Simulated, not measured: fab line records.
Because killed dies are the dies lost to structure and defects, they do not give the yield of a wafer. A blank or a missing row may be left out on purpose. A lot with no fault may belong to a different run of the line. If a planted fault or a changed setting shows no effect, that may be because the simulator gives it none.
Chamber matching ; flow gf180mcu ; GF_CONTACT_CMP_04 on cmp-02: 4 sister chambers
The step polishes SiO2. 16 wafers are shown with their chamber, then 8 later ones without.

## WAFERS, EACH WITH ITS CHAMBER
wafer;chamber;motor current A (A);retaining ring pressure frac;time to endpoint s (s)
L778.3;0;10.8;1.006;105
L778.5;2;12.5;0.997;110
L778.6;1;12.5;1.002;108
L781.1;1;11.9;1.001;107
L781.3;3;10.9;1.006;106
L781.5;0;10.5;0.998;111
L784.2;0;11.1;0.998;98
L784.5;2;12.4;0.999;111
L784.6;3;11.4;0.999;113
L785.2;0;11.1;0.997;112
L785.4;1;12.2;0.990;112
L785.6;1;12.5;0.990;117
L786.1;3;10.7;0.998;109
L786.3;2;12.4;1.006;106
L786.6;1;12.5;0.997;112
L793.3;3;10.9;1.004;110

SIGNATURES, as means of the wafers listed above
reading;chamber 0;chamber 1;chamber 2;chamber 3;scatter within a chamber
motor current A;10.875;12.320;12.433;10.975;0.26
retaining ring pressure frac;0.99975;0.99600;1.00067;1.00175;0.0048
time to endpoint s;106.50;111.20;109.00;109.50;4.35
Rule: a wafer lies at a distance from a chamber equal to the root of the sum of squares, over the readings, of (its reading less the chamber's mean, divided by the reading's scatter). The wafer belongs to the nearest chamber; if the next one is less than 2 further off, it can't be placed. How the scatter is found: for the shown wafers, subtract from each reading the mean of its chamber, square and add these, divide the total by (wafers less chambers), then take the root.

## WAFERS WHOSE CHAMBER IS MISSING
wafer;motor current A (A);retaining ring pressure frac;time to endpoint s (s)
L793.4;12.2;1.000;111
L793.6;12.4;0.998;110
L797.1;12.6;0.996;110
L797.5;11.9;1.005;114
L797.6;12.6;1.003;116
L800.2;10.8;0.990;107
L800.4;12.3;0.998;105
L800.5;10.9;1.003;109

## EACH ONE'S CHAMBER
wafer;from the rows above;in truth
L793.4;can't be placed: 1 or 2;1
L793.6;can't be placed: 1 or 2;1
L797.1;can't be placed: 1 or 2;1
L797.5;can't be placed: 2 or 1 or 3 or 0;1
L797.6;can't be placed: 2 or 1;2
L800.2;can't be placed: 0 or 3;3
L800.4;can't be placed: 2 or 1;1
L800.5;can't be placed: 3 or 0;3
Correctly placed: 0 of 8. Cannot be placed on the basis of these rows: 8; the candidates contain the true chamber in 8. 0 placed wrongly.
